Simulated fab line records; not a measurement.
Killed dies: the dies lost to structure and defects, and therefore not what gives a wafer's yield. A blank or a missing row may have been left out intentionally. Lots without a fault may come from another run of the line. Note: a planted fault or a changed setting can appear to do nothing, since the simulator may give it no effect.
fab line records	flow sky130
record lots=13	wafers=39	last_day=50
route steps=708 shown GATE_OXIDE@200 POLY_GATE@218 LDD_N@253 LDD_HVN@271
lots untouched by any fault: they come from a run of this same line in which no faults occurred
start_h: start of the lot's first displayed wafer, in hours after the record's first day	wait_h: time in hours since the lot's previous step	" same as the row above	L1.1+2: several wafers, shown together as one row	- no value present, or no start provided	* or withheld: withheld	< > ~ a bound
route shown NAME@n: NAME is a module with steps in the file, n the number in the route of the first one	usual: the fault-free wafers' mean and standard deviation	same: alike in all rows	chamber/n: place in a boat	sites: the reading at each site	_std_site: the standard deviation of these	_edge_site: inner sites' mean taken away from outer sites' mean	radius_mm: how far each site lies from the wafer's centre	mask NAME#n: copy n	behind: the tool/chamber that last shaped the wafer	hold: what put the lot on hold/how long, in hours/how the hold closed	device: whichever transistor did not switch (one of n, p or np)	end of line: the route-end tests of the same wafers	step lacking rows: just its recipe	killed: dies lost to structure and defects at the first sort, not the wafer's yield	map: shows each die of a wafer: x if killed, . if not, _ if none is there
set.NAME: the setting that was run; set.NAME@STEP: the one run at that earlier step	model.NAME: the simulator's own value behind a step, which no gauge read
a sample of lots followed through the steps of the route, with each step as a table and each wafer as a row
services: from which hour (start_h, from the record's first day; less than 0 if before it) a tool's chamber was out of use, for how many hours, and why
## steps
# step SKY_GATE_OXIDE_STRIP_13
# recipe chemistry=O2/N2	power_w=1400	pressure_mtorr=1500	platen_temp_c=withheld	o2_flow_sccm=3000	n2_flow_sccm=300	overash_fraction=0.5
# usual drypump_motor_current_A=5.77/0.23	oes_product_au=0.715/0.0045	strip_time_to_endpoint_s=14.17/0.051
lot.wafer	tool	chamber	start_h	wait_h	drypump_motor_current_A	oes_product_au	rf_hours_counter_h	strip_time_to_endpoint_s
L783.3	plasma_asher-01	1	310.10	0.0	5.84	0.714	-	14.26
L783.5	"	0	"	"	5.63	0.723	-	14.26
L783.6	"	1	"	"	5.84	0.719	-	14.29
L784.1	plasma_asher-01	0	322.02	0.0	5.61	0.722	64	14.13
L784.2	"	1	"	"	5.83	0.718	64	14.12
L784.5	"	0	"	"	5.62	0.720	-	14.14
L786.1	plasma_asher-01	1	332.41	0.0	5.80	0.713	65	14.12
L786.4	"	0	"	"	5.61	0.711	-	14.11
L786.5	"	1	"	"	5.82	0.719	-	14.11
L788.1	plasma_asher-04	1	351.95	0.0	5.79	0.717	55	14.19
L788.2	"	0	"	"	6.23	0.715	55	14.23
L788.6	"	0	"	"	6.24	0.718	-	14.18
L791.3	plasma_asher-01	1	375.89	0.0	5.84	0.716	-	14.19
L791.5	"	0	"	"	5.58	0.720	-	14.15
L791.6	"	1	"	"	5.84	0.723	-	14.16
L793.2	plasma_asher-04	0	396.41	0.0	6.22	0.716	59	14.14
L793.4	"	0	"	"	6.20	0.710	-	14.17
L793.6	"	1	"	"	5.79	0.710	-	14.16
L797.1	plasma_asher-04	0	430.70	0.0	6.22	0.710	63	14.24
L797.2	"	1	"	"	5.78	0.719	63	14.18
L797.5	"	0	"	"	6.23	0.715	-	14.23
L799.1	plasma_asher-02	0	444.86	0.0	5.64	0.716	31	14.14
L799.2	"	1	"	"	5.47	0.724	31	14.14
L799.5	"	1	"	"	5.51	0.715	-	14.12
L801.2	plasma_asher-04	1	465.69	0.0	5.78	0.709	66	14.22
L801.5	"	1	"	"	5.77	0.714	-	14.23
L801.6	"	0	"	"	6.21	0.719	-	14.20
L800.1	plasma_asher-01	0	466.00	0.0	5.58	0.713	3	14.22
L800.3	"	0	"	"	5.58	0.718	-	14.25
L800.4	"	1	"	"	5.88	0.708	-	14.21
L803.2	plasma_asher-04	0	501.77	0.0	6.22	0.717	70	14.21
L803.3	"	0	"	"	6.22	0.726	-	14.26
L803.4	"	1	"	"	5.79	0.714	-	14.21
L805.3	plasma_asher-02	1	502.10	0.0	5.48	0.724	-	14.22
L805.4	"	0	"	"	5.67	0.719	-	14.21
L805.5	"	0	"	"	5.64	0.710	-	14.19
L806.2	plasma_asher-01	1	510.64	0.0	5.84	0.714	7	14.25
L806.3	"	0	"	"	5.62	0.715	-	14.25
L806.4	"	1	"	"	5.85	0.718	-	14.22
# step SKY_POLY_GATE_THK_MEAS_04
# recipe reads=Si3N4_of_POLY_GATE_CVD_03
# usual POLY_GATE_CVD_03_THK=75.0/0.68
lot.wafer	tool	chamber	start_h	wait_h	POLY_GATE_CVD_03_THK[nm]
L783.3	film_metro-02	-	342.61	0.0	76.3
L783.5	"	-	"	"	75.9
L783.6	"	-	"	"	76.0
L784.1	film_metro-04	-	359.88	0.0	75.0
L784.2	"	-	"	"	75.2
L784.5	"	-	"	"	75.2
L786.1	film_metro-02	-	366.80	0.0	76.1
L786.4	"	-	"	"	75.1
L786.5	"	-	"	"	75.8
L788.1	film_metro-02	-	400.19	0.0	74.3
L788.2	"	-	"	"	74.0
L788.6	"	-	"	"	74.0
L791.3	film_metro-03	-	411.90	0.0	75.5
L791.5	"	-	"	"	75.2
L791.6	"	-	"	"	75.2
L793.2	film_metro-02	-	441.79	0.0	75.1
L793.4	"	-	"	"	74.6
L793.6	"	-	"	"	75.5
L797.1	film_metro-02	-	468.82	0.0	75.9
L797.2	"	-	"	"	75.1
L797.5	"	-	"	"	75.5
L799.1	film_metro-02	-	480.97	0.0	75.1
L799.2	"	-	"	"	74.7
L799.5	"	-	"	"	74.7
L801.2	film_metro-02	-	501.85	0.0	74.5
L801.5	"	-	"	"	74.4
L801.6	"	-	"	"	74.7
L800.1	film_metro-02	-	503.20	0.0	75.9
L800.3	"	-	"	"	75.8
L800.4	"	-	"	"	76.0
L803.2	film_metro-04	-	536.83	0.0	75.8
L803.3	"	-	"	"	75.4
L803.4	"	-	"	"	75.5
L805.3	film_metro-02	-	538.20	0.0	74.8
L805.4	"	-	"	"	74.5
L805.5	"	-	"	"	74.3
L806.2	film_metro-02	-	546.94	0.0	74.3
L806.3	"	-	"	"	75.0
L806.4	"	-	"	"	74.4
# step SKY_LDD_N_STRIP_16
# recipe chemistry=O2/N2	power_w=1400	pressure_mtorr=1500	platen_temp_c=withheld	o2_flow_sccm=3000	n2_flow_sccm=300	overash_fraction=0.5
# usual drypump_motor_current_A=5.59/0.22	oes_product_au=0.406/0.0045	strip_time_to_endpoint_s=4.312/0.014
lot.wafer	tool	chamber	start_h	wait_h	drypump_motor_current_A	oes_product_au	rf_hours_counter_h	strip_time_to_endpoint_s
L783.3	plasma_asher-01	1	400.54	0.1	5.82	0.405	-	4.327
L783.5	"	0	"	"	5.61	0.406	-	4.316
L783.6	"	1	"	"	5.83	0.417	-	4.323
L784.1	plasma_asher-01	1	417.46	0.1	5.84	0.401	72	4.314
L784.2	"	0	"	"	5.62	0.404	72	4.302
L784.5	"	0	"	"	5.58	0.405	-	4.287
L786.1	plasma_asher-03	0	427.36	0.1	5.14	0.401	70	4.317
L786.4	"	1	"	"	5.69	0.411	-	4.300
L786.5	"	1	"	"	5.70	0.406	-	4.297
L788.1	plasma_asher-01	1	463.00	0.1	5.85	0.409	3	4.288
L788.2	"	0	"	"	5.61	0.400	3	4.303
L788.6	"	1	"	"	5.84	0.403	-	4.305
L791.3	plasma_asher-02	1	475.28	0.1	5.49	0.411	-	4.328
L791.5	"	1	"	"	5.49	0.404	-	4.299
L791.6	"	0	"	"	5.62	0.408	-	4.304
L793.2	plasma_asher-02	1	507.85	0.1	5.48	0.413	37	4.325
L793.4	"	0	"	"	5.62	0.407	-	4.321
L793.6	"	0	"	"	5.59	0.405	-	4.312
L797.1	plasma_asher-02	1	534.45	0.1	5.50	0.410	40	4.313
L797.2	"	0	"	"	5.62	0.407	40	4.301
L797.5	"	0	"	"	5.62	0.401	-	4.306
L799.1	plasma_asher-03	0	546.31	0.1	5.14	0.410	83	4.325
L799.2	"	1	"	"	5.69	0.398	83	4.330
L799.5	"	1	"	"	5.71	0.405	-	4.322
L801.2	plasma_asher-03	1	566.55	0.1	5.72	0.406	85	4.320
L801.5	"	1	"	"	5.71	0.399	-	4.307
L801.6	"	0	"	"	5.13	0.398	-	4.307
L800.1	plasma_asher-01	0	567.52	0.1	5.60	0.407	13	4.320
L800.3	"	0	"	"	5.57	0.406	-	4.327
L800.4	"	1	"	"	5.83	0.405	-	4.311
L803.2	plasma_asher-01	0	598.73	0.1	5.58	0.402	16	4.286
L803.3	"	1	"	"	5.85	0.406	-	4.301
L803.4	"	0	"	"	5.60	0.407	-	4.312
L805.3	plasma_asher-01	0	600.64	0.1	5.58	0.410	-	4.313
L805.4	"	1	"	"	5.83	0.407	-	4.316
L805.5	"	0	"	"	5.60	0.405	-	4.310
L806.2	plasma_asher-01	0	609.35	0.1	5.58	0.409	17	4.309
L806.3	"	1	"	"	5.89	0.407	-	4.295
L806.4	"	0	"	"	5.59	0.409	-	4.324
# step SKY_LDD_HVN_EXPOSE_04
# recipe mask_id=HVNTM	na=0.6	source_shape=conventional	sigma_outer=0.6	polarization=unpolarized	target_cd_nm=700	dose_mj=127
lot.wafer	tool	chamber	start_h	wait_h	mask
L783.3+5+6	iline_stepper-02	0	445.36	-	HVNTM#0
L784.1+2+5	iline_stepper-01	0	462.50	-	HVNTM#0
L786.1+4+5	iline_stepper-01	0	472.47	-	HVNTM#0
L788.1+2+6	iline_stepper-02	0	510.91	-	HVNTM#0
L791.3+5+6	iline_stepper-02	0	521.19	-	PSDM#0
L793.2+4+6	iline_stepper-02	0	552.59	-	HVNTM#0
L797.1+2+5	iline_stepper-01	0	579.83	-	HVNTM#0
L799.1+2+5	iline_stepper-01	0	591.13	-	HVNTM#0
L801.2+5+6	iline_stepper-02	0	610.21	-	HVNTM#0
L800.1+3+4	iline_stepper-01	0	612.57	-	HVNTM#0
L803.2+3+4	iline_stepper-02	0	642.76	-	HVNTM#0
L805.3+4+5	iline_stepper-02	0	644.86	-	HVNTM#0
L806.2+3+4	iline_stepper-01	0	652.23	-	HVNTM#0
# step SKY_LDD_HVN_OVL_MEAS_07
# usual LDD_HVN_OVL=-0.7/1.2
lot.wafer	tool	chamber	start_h	wait_h	LDD_HVN_OVL[nm]
L783.3	overlay-01	-	460.59	0.1	-2.4
L783.5	"	-	"	"	0.5
L783.6	"	-	"	"	-2.0
L784.1	overlay-02	-	478.03	0.1	-2.1
L784.2	"	-	"	"	-1.5
L784.5	"	-	"	"	-1.1
L786.1	overlay-02	-	488.08	0.1	-1.9
L786.4	"	-	"	"	0.5
L786.5	"	-	"	"	-0.4
L788.1	overlay-01	-	525.60	0.1	-2.3
L788.2	"	-	"	"	-1.0
L788.6	"	-	"	"	-0.2
L791.3	overlay-02	-	536.59	0.1	-
L791.5	"	-	"	"	-
L791.6	"	-	"	"	-
L793.2	overlay-01	-	566.89	0.1	-1.2
L793.4	"	-	"	"	-1.7
L793.6	"	-	"	"	-0.7
L797.1	overlay-02	-	593.92	0.1	0.4
L797.2	"	-	"	"	0.8
L797.5	"	-	"	"	-0.6
L799.1	overlay-01	-	605.43	0.1	0.5
L799.2	"	-	"	"	-0.2
L799.5	"	-	"	"	-0.7
L801.2	overlay-02	-	624.08	0.1	-1.1
L801.5	"	-	"	"	-0.9
L801.6	"	-	"	"	-2.0
L800.1	overlay-02	-	626.77	0.1	-1.7
L800.3	"	-	"	"	-0.5
L800.4	"	-	"	"	-2.1
L803.2	overlay-02	-	656.45	0.1	-2.3
L803.3	"	-	"	"	-1.2
L803.4	"	-	"	"	-0.6
L805.3	overlay-01	-	657.98	0.1	-1.3
L805.4	"	-	"	"	-1.0
L805.5	"	-	"	"	1.3
L806.2	overlay-02	-	666.33	0.1	-1.7
L806.3	"	-	"	"	-1.5
L806.4	"	-	"	"	-0.6
# step SKY_LDD_HVN_TW_MEAS_10
# usual LDD_HVN_TW=1439/10
lot.wafer	tool	chamber	start_h	wait_h	LDD_HVN_TW
L783.3	film_metro-03	-	460.89	0.1	1443
L783.5	"	-	"	"	1453
L783.6	"	-	"	"	1449
L784.1	film_metro-04	-	478.32	0.1	1427
L784.2	"	-	"	"	1425
L784.5	"	-	"	"	1428
L786.1	film_metro-03	-	488.37	0.1	1449
L786.4	"	-	"	"	1447
L786.5	"	-	"	"	1451
L788.1	film_metro-03	-	525.89	0.1	1447
L788.2	"	-	"	"	1459
L788.6	"	-	"	"	1445
L791.3	film_metro-02	-	536.89	0.1	30
L791.5	"	-	"	"	30
L791.6	"	-	"	"	30
L793.2	film_metro-03	-	567.18	0.1	1456
L793.4	"	-	"	"	1446
L793.6	"	-	"	"	1450
L797.1	film_metro-03	-	594.21	0.1	1443
L797.2	"	-	"	"	1441
L797.5	"	-	"	"	1435
L799.1	film_metro-03	-	605.72	0.1	1456
L799.2	"	-	"	"	1455
L799.5	"	-	"	"	1449
L801.2	film_metro-04	-	624.37	0.1	1444
L801.5	"	-	"	"	1434
L801.6	"	-	"	"	1438
L800.1	film_metro-04	-	627.06	0.1	1442
L800.3	"	-	"	"	1449
L800.4	"	-	"	"	1432
L803.2	film_metro-02	-	656.74	0.1	1436
L803.3	"	-	"	"	1433
L803.4	"	-	"	"	1435
L805.3	film_metro-03	-	658.28	0.1	1444
L805.4	"	-	"	"	1459
L805.5	"	-	"	"	1448
L806.2	film_metro-02	-	666.62	0.1	1437
L806.3	"	-	"	"	1428
L806.4	"	-	"	"	1436
## services
tool	chamber	start_h	hours	kind
iline_stepper-02	-	314.29	2.1	pm
plasma_asher-02	-	317.75	1.2	repair
plasma_asher-03	-	338.38	0.4	repair
iline_stepper-01	-	347.74	28.9	pm
plasma_asher-02	-	364.09	1.0	repair
iline_stepper-02	-	367.50	9.8	repair
iline_stepper-01	-	377.34	4.4	pm
iline_stepper-02	-	378.00	1.0	repair
iline_stepper-02	-	381.88	1.7	pm
plasma_asher-02	-	382.40	2.8	pm
plasma_asher-03	-	402.84	3.4	repair
plasma_asher-01	-	421.35	9.0	pm
iline_stepper-01	-	426.35	1.1	repair
plasma_asher-04	-	440.78	1.6	repair
plasma_asher-01	-	446.51	1.3	repair
iline_stepper-02	-	463.91	5.1	repair
iline_stepper-02	-	469.52	1.7	repair
iline_stepper-01	-	492.19	1.7	pm
plasma_asher-04	-	557.40	2.8	pm
iline_stepper-02	-	589.09	1.7	pm
plasma_asher-01	-	594.49	1.9	repair
iline_stepper-01	-	615.91	3.8	repair
plasma_asher-02	-	631.54	77.4	repair
iline_stepper-01	-	642.91	2.1	pm
## key
first_sign step=SKY_LDD_HVN_EXPOSE_04	reading=mask	direction=changed
effect step=SKY_LDD_HVN_OVL_MEAS_07	reading=LDD_HVN_OVL	direction=missing
effect step=SKY_LDD_HVN_TW_MEAS_10	reading=LDD_HVN_TW	direction=down	sigmas=99+	usual=1439	struck=30
met_at SKY_LDD_HVN_EXPOSE_04
struck_lots L791
sort_left_out L791.3,L791.5,L791.6
tester_left_out L791
not_acting_at SKY_GATE_OXIDE_STRIP_13,SKY_POLY_GATE_THK_MEAS_04,SKY_LDD_N_STRIP_16
onset_between 510.91 521.19
fault kind=wrong_mask	tool=any	chamber=-	onset_h=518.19	steps=SKY_LDD_HVN_EXPOSE_04	aux_copy=PSDM#0	scope=struck_lots_only
# tester_left_out: of these lots the tester's yield and bins aren't shown, on N5 and GAA mostly nor the transistor test; their killed dies are dies lost to structure and defects alone, not to doping, threshold or leakage, so they don't give the yield
# sort_left_out: the simulated sort isn't trusted on such a fault, so these wafers' sort isn't shown, and their yield isn't known
